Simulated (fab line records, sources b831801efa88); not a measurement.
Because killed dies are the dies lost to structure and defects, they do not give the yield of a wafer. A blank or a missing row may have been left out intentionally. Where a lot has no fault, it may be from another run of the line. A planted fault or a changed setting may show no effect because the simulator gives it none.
fab line records	flow sky130
[record] lots = 12	wafers = 36	lastDay = 50
route steps=708 shown FIELD_ISO@31 RES_PROTECT@214 POLY_GATE@227 POLY_CUT@317
lots that met no fault: from a run of the same line without faults
startH: hours from the record's first day to the start of the lot's first wafer shown	waitH: hours since the lot's step before	" as in the row above	L1.1+2: a row that stands for several wafers	- value missing, or start not given	* or withheld: withheld	< > ~ a bound
route shown NAME@n: NAME is a module with steps in the file, n the number in the route of the first one	usual: mean/standard deviation of fault-free wafers	same: alike in all rows	chamber/n: place in a boat	sites: the reading at each site	_std_site: standard deviation of those values	_edge_site: inner sites' mean taken away from outer sites' mean	radiusMm: how far each site lies from the wafer's centre	mask NAME#n: copy n	behind: tool/chamber where the wafer was last shaped	hold: the reason the lot was held/the length of the hold in hours/how it ended	device: names the non-switching transistor (n, p or np)	end of line: at the end of the route, the tests of the same wafers	for a step that has no rows: nothing shown but its recipe	killed: dies lost to structure and defects at the first sort, not the wafer's yield	map: dies across one wafer; x = killed, . = not, _ = none there
set.NAME: the run value of the setting; set.NAME@STEP: its run value at that earlier step	model.NAME: the simulator's own value behind a step, which no gauge read
route steps across a sampled set of lots; one table per step, one row per wafer
services: from which hour (startH, from the record's first day; less than 0 if before it) a tool's chamber was out of use, for how many hours, and why
[[steps]]
[step SKY_FIELD_ISO_WET_ETCH_30]
[recipe] chemistry = dHF	targetDepthNm = 25	target = SiO2	dilution = 10:1	tempC = 25	timeS = 50
[usual] runLengthS = 78/3
lot.wafer	tool	chamber	startH	waitH	runLengthS
L200.3	wetBench-03	3	37.31	0.0	77
L200.5	"	3	"	"	77
L200.6	"	3	"	"	77
L201.1	wetBench-03	1	45.58	0.0	74
L201.3	"	1	"	"	74
L201.4	"	1	"	"	74
L203.2	wetBench-03	2	55.18	0.0	76
L203.3	"	2	"	"	76
L203.4	"	2	"	"	76
L205.3	wetBench-02	0	66.83	0.0	82
L205.4	"	0	"	"	82
L205.6	"	0	"	"	82
L212.1	wetBench-02	0	101.04	0.0	51
L212.2	"	0	"	"	51
L212.4	"	0	"	"	51
L213.1	wetBench-02	1	111.81	0.0	50
L213.3	"	1	"	"	50
L213.6	"	1	"	"	50
L214.4	wetBench-02	2	113.39	0.0	49
L214.5	"	2	"	"	49
L214.6	"	2	"	"	49
L215.1	wetBench-01	0	119.31	0.0	76
L215.4	"	0	"	"	76
L215.6	"	0	"	"	76
L216.4	wetBench-01	2	124.26	0.0	75
L216.5	"	2	"	"	75
L216.6	"	2	"	"	75
L217.4	wetBench-01	2	126.63	0.0	77
L217.5	"	2	"	"	77
L217.6	"	2	"	"	77
L218.3	wetBench-01	1	135.55	0.0	83
L218.5	"	1	"	"	83
L218.6	"	1	"	"	83
L222.3	wetBench-03	1	155.50	0.0	74
L222.4	"	1	"	"	74
L222.5	"	1	"	"	74
[step SKY_RES_PROTECT_STRIP_07]
[recipe] chemistry = O2/N2	powerW = 1400	pressureMtorr = 1500	platenTempC = withheld	o2FlowSccm = 3000	n2FlowSccm = 300	overashFraction = 0.5
[usual] drypumpMotorCurrentA = 5.9/0.5	o2FlowSccm = 3002/8.9	oesProductAu = 0.518/0.0046	stripTimeToEndpointS = 23.30/0.043
lot.wafer	tool	chamber	startH	waitH	drypumpMotorCurrentA	o2FlowSccm	oesProductAu	rfHoursCounterH	stripTimeToEndpointS
L200.3	plasmaAsher-02	0	339.05	0.1	5.3	3001	0.520	-	23.31
L200.5	"	0	"	"	5.3	3000	0.523	-	23.31
L200.6	"	1	"	"	6.6	2997	0.525	-	23.28
L201.1	plasmaAsher-01	1	357.95	0.1	6.4	2983	0.529	64	23.27
L201.3	"	1	"	"	6.4	3000	0.515	-	23.28
L201.4	"	0	"	"	5.6	3002	0.521	-	23.26
L203.2	plasmaAsher-04	1	378.10	0.1	6.3	3004	0.517	70	23.24
L203.3	"	0	"	"	5.3	3016	0.518	-	23.26
L203.4	"	1	"	"	6.3	3004	0.517	-	23.23
L205.3	plasmaAsher-01	0	398.80	0.1	5.7	3008	0.519	-	23.34
L205.4	"	1	"	"	6.4	2988	0.525	-	23.36
L205.6	"	1	"	"	6.4	2990	0.519	-	23.35
L212.1	plasmaAsher-01	0	466.49	0.1	5.6	2999	0.514	3	23.29
L212.2	"	1	"	"	6.4	3002	0.515	3	23.36
L212.4	"	0	"	"	5.6	3009	0.525	-	23.33
L213.1	plasmaAsher-04	1	476.49	0.1	6.2	3017	0.505	80	23.38
L213.3	"	0	"	"	5.4	3002	0.523	-	23.35
L213.6	"	0	"	"	5.3	3012	0.519	-	23.32
L214.4	plasmaAsher-01	1	476.65	0.1	6.4	3001	0.524	-	23.31
L214.5	"	1	"	"	6.4	3001	0.516	-	23.28
L214.6	"	0	"	"	5.6	2992	0.526	-	23.36
L215.1	plasmaAsher-02	1	487.74	0.1	6.6	3004	0.519	69	23.33
L215.4	"	1	"	"	6.6	2998	0.508	-	23.33
L215.6	"	0	"	"	5.3	3002	0.518	-	23.35
L216.4	plasmaAsher-04	1	492.07	0.1	6.2	2998	0.513	-	23.32
L216.5	"	1	"	"	6.3	3007	0.512	-	23.27
L216.6	"	0	"	"	5.3	3008	0.521	-	23.27
L217.4	plasmaAsher-01	1	492.73	0.1	6.5	3006	0.522	-	23.38
L217.5	"	0	"	"	5.6	2981	0.513	-	23.32
L217.6	"	1	"	"	6.5	2996	0.518	-	23.30
L218.3	plasmaAsher-02	0	510.68	0.1	5.3	3009	0.517	-	23.26
L218.5	"	1	"	"	6.6	3010	0.514	-	23.28
L218.6	"	0	"	"	5.3	3002	0.516	-	23.31
L222.3	plasmaAsher-01	1	541.17	0.1	6.4	3001	0.513	-	23.26
L222.4	"	0	"	"	5.6	2996	0.527	-	23.23
L222.5	"	0	"	"	5.6	2999	0.512	-	23.18
[step SKY_POLY_GATE_CD_MEAS_13]
[recipe] targetCdNm = 150
[usual] cdNm = 149.9/1.5
lot.wafer	tool	chamber	startH	waitH	cdNm
L200.3	cdSem-01	-	369.13	-	150.4
L200.5	"	-	"	"	151.6
L200.6	"	-	"	"	152.2
L201.1	cdSem-02	-	388.74	-	148.4
L201.3	"	-	"	"	148.9
L201.4	"	-	"	"	148.2
L203.2	cdSem-02	-	411.11	-	151.2
L203.3	"	-	"	"	151.2
L203.4	"	-	"	"	150.6
L205.3	cdSem-01	-	431.66	-	149.2
L205.4	"	-	"	"	148.1
L205.6	"	-	"	"	147.5
L212.1	cdSem-02	-	499.97	-	150.4
L212.2	"	-	"	"	150.6
L212.4	"	-	"	"	151.3
L213.1	cdSem-02	-	508.79	-	148.7
L213.3	"	-	"	"	149.1
L213.6	"	-	"	"	149.1
L214.4	cdSem-01	-	509.50	-	151.6
L214.5	"	-	"	"	151.6
L214.6	"	-	"	"	151.2
L215.1	cdSem-01	-	520.59	-	149.6
L215.4	"	-	"	"	148.9
L215.6	"	-	"	"	149.7
L216.4	cdSem-01	-	523.98	-	150.8
L216.5	"	-	"	"	151.5
L216.6	"	-	"	"	150.2
L217.4	cdSem-01	-	527.90	-	152.1
L217.5	"	-	"	"	152.2
L217.6	"	-	"	"	151.4
L218.3	cdSem-01	-	542.93	-	150.4
L218.5	"	-	"	"	150.8
L218.6	"	-	"	"	151.1
L222.3	cdSem-01	-	572.48	-	148.4
L222.4	"	-	"	"	149.5
L222.5	"	-	"	"	149.1
[step SKY_POLY_CUT_ETCH_10]
[recipe] chemistry = N2/H2	target = BARC	ionEnergyEv = 200	sourceW = 500	biasW = 100	pressureMtorr = 30	n2FlowSccm = 100	h2FlowSccm = 200	stopOn = SiO2	timeS = 45.9	targetDepthA = 600
[usual] biasW = 100.00/0.28	drypumpMotorCurrentA = 5.7/0.48	oesProductAu = 0.854/0.0049	rfFwdPowerW = 494.5/2	runLengthS = 74.3/0.49	throttleValvePct = 13.225/0.0083
lot.wafer	tool	chamber	startH	waitH	biasW	drypumpMotorCurrentA	oesProductAu	rfFwdPowerW	rfHoursCounterH	runLengthS	throttleValvePct
L200.3	rieDiel-01	0	555.45	0.0	99.94	6.5	0.850	495.4	0	73.4	13.226
L200.5	"	2	"	"	100.05	6.1	0.857	497.5	-	74.6	13.225
L200.6	"	3	"	"	99.81	5.8	0.854	494.2	-	75.6	13.229
L201.1	rieDiel-03	2	576.55	0.0	99.56	5.7	0.857	495.0	6	74.7	13.214
L201.3	"	3	"	"	100.11	5.3	0.851	495.3	3	73.9	13.235
L201.4	"	1	"	"	99.90	5.0	0.847	492.3	13	74.8	13.222
L203.2	rieDiel-03	1	599.60	0.0	99.95	5.0	0.860	495.0	14	75.0	13.224
L203.3	"	3	"	"	100.21	5.3	0.853	495.1	3	74.1	13.227
L203.4	"	0	"	"	100.00	5.1	0.858	493.3	4	73.5	13.231
L205.3	rieDiel-03	3	625.05	0.0	100.06	5.2	0.853	493.5	3	73.9	13.240
L205.4	"	2	"	"	100.33	5.7	0.848	498.0	7	74.3	13.223
L205.6	"	0	"	"	99.30	5.1	0.852	492.3	-	73.9	13.232
L212.1	rieDiel-04	0	679.00	0.0	99.79	6.2	0.845	496.6	28	74.7	13.218
L212.2	"	2	"	"	100.57	6.4	0.846	495.0	16	73.8	13.224
L212.4	"	3	"	"	99.86	5.9	0.853	497.9	21	74.4	13.219
L213.1	rieDiel-04	1	686.74	0.0	99.75	5.6	0.855	496.9	3	74.1	13.223
L213.3	"	3	"	"	99.95	5.9	0.849	497.0	21	74.5	13.219
L213.6	"	3	"	"	100.27	5.9	0.848	496.4	-	75.0	13.225
L214.4	rieDiel-01	2	688.95	0.0	100.09	6.1	0.863	492.3	14	74.8	13.228
L214.5	"	1	"	"	99.98	5.2	0.860	493.9	-	74.0	13.238
L214.6	"	2	"	"	99.94	6.1	0.846	493.8	-	74.7	13.232
L215.1	rieDiel-04	2	698.65	0.0	100.17	6.4	0.849	492.5	16	73.6	13.225
L215.4	"	3	"	"	100.08	5.8	0.848	495.1	22	74.9	13.233
L215.6	"	0	"	"	99.90	6.2	0.845	494.8	-	74.3	13.227
L216.4	rieDiel-03	1	700.59	0.0	99.84	5.0	0.855	494.4	16	74.7	13.215
L216.5	"	3	"	"	99.65	5.3	0.856	493.6	-	74.4	13.231
L216.6	"	2	"	"	99.84	5.7	0.863	495.6	-	74.2	13.215
L217.4	rieDiel-01	2	704.35	0.0	100.23	6.1	0.851	493.9	15	74.4	13.225
L217.5	"	0	"	"	100.08	6.5	0.854	493.0	-	73.5	13.214
L217.6	"	1	"	"	100.54	5.2	0.848	492.4	-	73.8	13.227
L218.3	rieDiel-01	0	716.15	0.0	100.42	6.5	0.853	494.4	3	73.4	13.219
L218.5	"	2	"	"	100.21	6.1	0.859	495.8	-	74.5	13.222
L218.6	"	1	"	"	99.78	5.2	0.855	492.4	-	74.1	13.223
L222.3	rieDiel-03	3	744.80	0.0	100.12	5.3	0.857	494.6	7	73.8	13.221
L222.4	"	3	"	"	100.25	5.3	0.850	493.0	-	74.0	13.222
L222.5	"	0	"	"	99.96	5.1	0.858	491.2	-	73.7	13.213
[[services]]
tool	chamber	startH	hours	kind
plasmaAsher-01	-	68.80	0.6	repair
rieDiel-03	3	92.70	18.5	repair
rieDiel-01	-	99.56	14.6	pm
plasmaAsher-01	-	171.03	2.8	pm
rieDiel-03	3	180.80	12.6	repair
rieDiel-03	2	189.04	7.2	repair
wetBench-02	-	201.35	3.6	repair
plasmaAsher-01	-	212.75	12.0	repair
rieDiel-01	1	222.08	15.5	repair
wetBench-03	-	265.50	33.4	repair
rieDiel-01	3	271.77	54.4	repair
rieDiel-03	-	273.22	4.0	pm
rieDiel-03	-	300.49	2.8	pm
rieDiel-03	1	319.83	9.7	repair
rieDiel-03	3	330.79	3.0	repair
rieDiel-01	0	333.04	4.3	repair
rieDiel-01	1	404.36	2.4	repair
plasmaAsher-01	-	421.25	9.0	pm
rieDiel-01	2	430.47	8.1	repair
rieDiel-01	1	433.80	8.5	repair
plasmaAsher-01	-	496.61	2.7	repair
plasmaAsher-01	-	639.51	1.0	repair
rieDiel-03	3	705.84	4.0	repair
rieDiel-03	2	725.01	27.3	repair
[[key]]
[firstSign] step = SKY_FIELD_ISO_WET_ETCH_30	reading = runLengthS	direction = down	sigmas = 9	usual = *	struck = *
effect none on later readings
metAt SKY_FIELD_ISO_WET_ETCH_30
struckLots L212,L213,L214
testerLeftOut L212,L213,L214
notActingAt SKY_RES_PROTECT_STRIP_07,SKY_POLY_GATE_CD_MEAS_13,SKY_POLY_CUT_ETCH_10
onsetBetween 66.83 101.04
[fault] kind = processParameterDrift	tool = wetBench-02	chamber = -	onsetH = 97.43	steps = SKY_FIELD_ISO_WET_ETCH_30	channel = timeS	offset = *	shape = step	endH = 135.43	actsIn = *	stated = *
// testerLeftOut: of these lots the tester's yield and bins aren't shown, on N5 and GAA mostly nor the transistor test; their killed dies are dies lost to structure and defects alone, not to doping, threshold or leakage, so they don't give the yield
